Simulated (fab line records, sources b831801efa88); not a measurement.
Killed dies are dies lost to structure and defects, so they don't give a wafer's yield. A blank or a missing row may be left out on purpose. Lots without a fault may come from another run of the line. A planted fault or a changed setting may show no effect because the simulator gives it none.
One fault seen from 2 desks | flow gf180mcu | each desk has only its own numbers; what lay behind them comes last

THE METROLOGY DESK
What the gauges read, lot by lot, whatever tool the lot ran on: means of the sampled wafers that have a number. A lot is out of limits, marked OUT, if its mean lies more than 4 standard deviations from the usual mean; the brackets give that distance.
Columns: A = SALICIDE_TIN_RS at GF_SALICIDE_RS_MEAS_04, usual 16.3 ohm/sq; B = SALICIDE_TIN_THK at GF_SALICIDE_THK_MEAS_05, usual 20.3 nm; C = cd_nm at GF_M5_CD_MEAS_07, usual 280.2 nm; D = V5_W_RS at GF_V5_RS_MEAS_24, usual 0.328 ohm/sq
lot  | first seen here | A    | B              | C     | D
L428 | day 15 01:46    | 16.7 | 20.4           | 281.2 | 0.331
L429 | day 15 11:55    | 16.0 | 20.3           | 278.4 | 0.328
L432 | day 16 09:22    | 16.2 | 20.5           | 281.3 | 0.326
L433 | day 16 16:43    | 16.1 | 20.7           | 279.2 | 0.332
L435 | day 17 10:12    | 15.0 | 25.5 (+16) OUT | 279.6 | 0.328
L436 | day 17 20:08    | 15.1 | 26.0 (+18) OUT | 279.7 | 0.324
L444 | day 20 14:39    | 16.1 | 20.4           | 279.1 | 0.330
L446 | day 21 12:17    | 16.3 | 20.5           | 279.0 | 0.332
L445 | day 21 12:35    | 16.3 | 20.6           | 280.2 | 0.328
L447 | day 21 20:17    | 16.5 | 20.1           | 278.9 | 0.327
L449 | day 22 20:27    | 16.7 | 20.3           | 279.5 | 0.325
L450 | day 23 08:28    | 16.6 | 20.1           | 280.1 | 0.330
This desk's finding: out of limits on L435, L436; first on L435, day 17 10:19 (SALICIDE_TIN_THK at GF_SALICIDE_THK_MEAS_05). In limits: L428, L429, L432, L433, L444, L446, L445, L447, L449, L450.

THE TOOL OWNER'S DESK: pvd_sputter-01
The tool's own readings at GF_SALICIDE_SPUTTER_03 (material TiN, target thk 20 nm, time 16.7 s): means of the sampled wafers that have a number, for each lot that ran on this tool. A lot is out of limits, marked OUT, if its mean lies more than 4 standard deviations from the usual mean; the brackets give that distance.
Columns: A = throttle_valve_pct at GF_SALICIDE_SPUTTER_03, usual 29.9 %
lot  | first seen here | A
L428 | day 15 01:44    | 29.7
L433 | day 16 16:41    | 29.7
L435 | day 17 10:10    | 29.9
L436 | day 17 20:05    | 29.4
L445 | day 21 12:33    | 30.2
L449 | day 22 20:25    | 28.9
L450 | day 23 08:23    | 29.7
This desk's finding: nothing out of limits on any of the 7 lots.

PUT TOGETHER
The metrology desk could have raised an alarm at day 17 10:19, on L435, L436.
The tool owner's desk saw nothing out of limits.
The tool owner's desk has L435, L436 on record, within its limits.
Of the lots named, all ran GF_SALICIDE_SPUTTER_03 on pvd_sputter-01.

WHAT THE SIMULATOR HAD PUT IN
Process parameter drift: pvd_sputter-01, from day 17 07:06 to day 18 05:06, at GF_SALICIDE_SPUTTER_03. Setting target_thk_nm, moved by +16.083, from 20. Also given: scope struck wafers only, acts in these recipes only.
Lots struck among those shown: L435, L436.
Hours from the fault's start to each desk's first reading out of limits: the metrology desk, 3.
